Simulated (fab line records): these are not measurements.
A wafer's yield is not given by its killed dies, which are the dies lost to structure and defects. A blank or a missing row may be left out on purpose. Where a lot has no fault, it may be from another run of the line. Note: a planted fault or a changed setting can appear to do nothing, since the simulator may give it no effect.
Which tool did it? | flow sky130 | 12 lots with 36 wafers sampled at 4 steps, on a route of 708 steps

## WHAT EACH GAUGE READ, for each wafer
SKY_PWDE_TW_MEAS_10. Usual: PWDE_TW typically reads 375, with standard deviation 3.2.
lot  | measured    | on            | PWDE_TW     | flag
L414 | day 3 18:34 | film metro-03 | 375 374 373 |
L415 | day 3 23:47 | film metro-03 | 373 372 372 |
L424 | day 6 09:08 | film metro-02 | 378 377 377 |
L427 | day 7 01:28 | film metro-04 | 373 374 373 |
L430 | day 7 15:26 | film metro-03 | 370 369 369 |
L431 | day 7 22:22 | film metro-03 | 371 372 369 |
L432 | day 8 04:49 | film metro-02 | 376 377 373 |
L433 | day 8 10:02 | film metro-02 | 376 376 378 |
L434 | day 8 12:09 | film metro-04 | 374 374 374 |
L435 | day 8 20:23 | film metro-03 | 373 374 373 |
L436 | day 9 05:04 | film metro-04 | 376 376 373 |
L437 | day 9 05:23 | film metro-04 | 374 377 375 |

SKY_LDD_P_CD_MEAS_07: target cd 380 nm. Usual: cd nm at 380.4 nm, with a standard deviation of 2.5.
lot  | measured     | on        | cd nm (nm)        | flag
L414 | day 19 03:08 | cd sem-01 | 377.6 380.8 380.3 |
L415 | day 19 09:31 | cd sem-02 | 380.9 380.0 377.8 |
L424 | day 23 08:53 | cd sem-01 | 376.5 375.8 378.7 |
L427 | day 24 06:55 | cd sem-01 | 380.6 379.7 380.6 |
L430 | day 25 17:19 | cd sem-02 | 384.7 382.9 386.5 |
L431 | day 25 16:13 | cd sem-01 | 376.9 378.8 376.6 |
L432 | day 25 21:16 | cd sem-01 | 379.8 381.3 377.6 |
L433 | day 26 03:40 | cd sem-01 | 381.8 381.4 380.3 |
L434 | day 26 08:34 | cd sem-02 | 383.1 382.8 381.5 |
L435 | day 26 16:08 | cd sem-01 | 382.3 387.0 382.9 |
L436 | day 27 07:16 | cd sem-02 | 379.2 382.4 377.2 |
L437 | day 27 09:56 | cd sem-02 | 379.1 380.4 377.7 |

## EACH LOT AND THE TOOL THAT RAN IT (in order: tool; ch and the chambers of the sampled wafers; start)
lot  | SKY_VT_ADJUST_NCORE_EXPOSE_04       | SKY_LDD_N_STRIP_16
L414 | iline stepper-01 ch 0, day 8 01:26  | plasma asher-03 ch 0,1, day 17 20:44
L415 | iline stepper-02 ch 0, day 8 05:43  | plasma asher-01 ch 0,1, day 18 02:34
L424 | iline stepper-01 ch 0, day 11 06:09 | plasma asher-03 ch 0,1, day 22 02:43
L427 | iline stepper-02 ch 0, day 12 03:30 | plasma asher-02 ch 0,1, day 23 00:28
L430 | iline stepper-02 ch 0, day 12 23:55 | plasma asher-01 ch 0,1, day 24 11:53
L431 | iline stepper-02 ch 0, day 13 06:21 | plasma asher-01 ch 0,1, day 24 10:37
L432 | iline stepper-02 ch 0, day 13 15:04 | plasma asher-03 ch 0,1, day 24 17:01
L433 | iline stepper-01 ch 0, day 13 22:18 | plasma asher-01 ch 0,1, day 24 22:55
L434 | iline stepper-02 ch 0, day 14 02:41 | plasma asher-02 ch 0,1, day 25 03:05
L435 | iline stepper-01 ch 0, day 14 09:26 | plasma asher-03 ch 0,1, day 25 10:47
L436 | iline stepper-01 ch 0, day 14 19:47 | plasma asher-03 ch 0,1, day 26 02:04
L437 | iline stepper-01 ch 0, day 14 20:34 | plasma asher-02 ch 0,1, day 26 05:13
- SKY_VT_ADJUST_NCORE_EXPOSE_04: exposes mask LVTN COMPLEMENT THIN, target cd 380 nm.
- SKY_LDD_N_STRIP_16: strips in O2/N2.

## AS READ BY THE TOOLS THEMSELVES (means over the sampled wafers that have a number; for cases with no such wafer, the mark the record gives instead)
SKY_VT_ADJUST_NCORE_EXPOSE_04. Usual: exposure dose mJ cm2 at 138.98, with a standard deviation of 0.14.
lot  | tool             | exposure dose mJ cm2 | flag
L414 | iline stepper-01 | 138.94               |
L415 | iline stepper-02 | 138.89               |
L424 | iline stepper-01 | 140.00               | OFF
L427 | iline stepper-02 | 139.01               |
L430 | iline stepper-02 | 138.99               |
L431 | iline stepper-02 | 138.85               |
L432 | iline stepper-02 | 138.86               |
L433 | iline stepper-01 | 138.88               |
L434 | iline stepper-02 | 139.13               |
L435 | iline stepper-01 | 138.93               |
L436 | iline stepper-01 | 139.14               |
L437 | iline stepper-01 | 139.14               |

SKY_LDD_N_STRIP_16. Usual: drypump motor current A 5.7 A, standard deviation 0.47; oes product au 0.406 a.u., standard deviation 0.0054; strip time to endpoint s 4.312 s, standard deviation 0.016.
lot  | tool            | drypump motor current A (A) | oes product au (a.u.) | strip time to endpoint s (s) | flag
L414 | plasma asher-03 | 6.0                         | 0.406                 | 4.290                        |
L415 | plasma asher-01 | 5.7                         | 0.407                 | 4.327                        |
L424 | plasma asher-03 | 6.1                         | 0.409                 | 4.305                        |
L427 | plasma asher-02 | 5.2                         | 0.402                 | 4.305                        |
L430 | plasma asher-01 | 5.9                         | 0.406                 | 4.315                        |
L431 | plasma asher-01 | 5.9                         | 0.405                 | 4.323                        |
L432 | plasma asher-03 | 6.1                         | 0.412                 | 4.309                        |
L433 | plasma asher-01 | 5.9                         | 0.402                 | 4.292                        |
L434 | plasma asher-02 | 5.2                         | 0.406                 | 4.323                        |
L435 | plasma asher-03 | 6.0                         | 0.406                 | 4.323                        |
L436 | plasma asher-03 | 6.0                         | 0.404                 | 4.311                        |
L437 | plasma asher-02 | 5.2                         | 0.405                 | 4.308                        |

## THE ANSWER, worked out from the rows above alone
Rule: a lot is off if the mean of its wafers that have a number lies more than 3 standard deviations from the usual mean. Also off: a lot with no number at a reading for which 4 or more lots have one. Any other lot the step has rows for is counted as sound. After the gauges, taken in route order, come the tools' own readings; for these a lot's mean is taken, as printed above. The first step at which some lot is off is used, and at that step the reading that is off furthest; a lot without a number counts as furthest.
Off: L424, at SKY_VT_ADJUST_NCORE_EXPOSE_04 (exposure dose mJ cm2).
If a tool, at that step or one of the process steps before it, ran each lot that is off and ran no sound lot following the first of them, it fits. Of those tried, none fits.

## WHAT WAS PUT IN BY THE SIMULATOR
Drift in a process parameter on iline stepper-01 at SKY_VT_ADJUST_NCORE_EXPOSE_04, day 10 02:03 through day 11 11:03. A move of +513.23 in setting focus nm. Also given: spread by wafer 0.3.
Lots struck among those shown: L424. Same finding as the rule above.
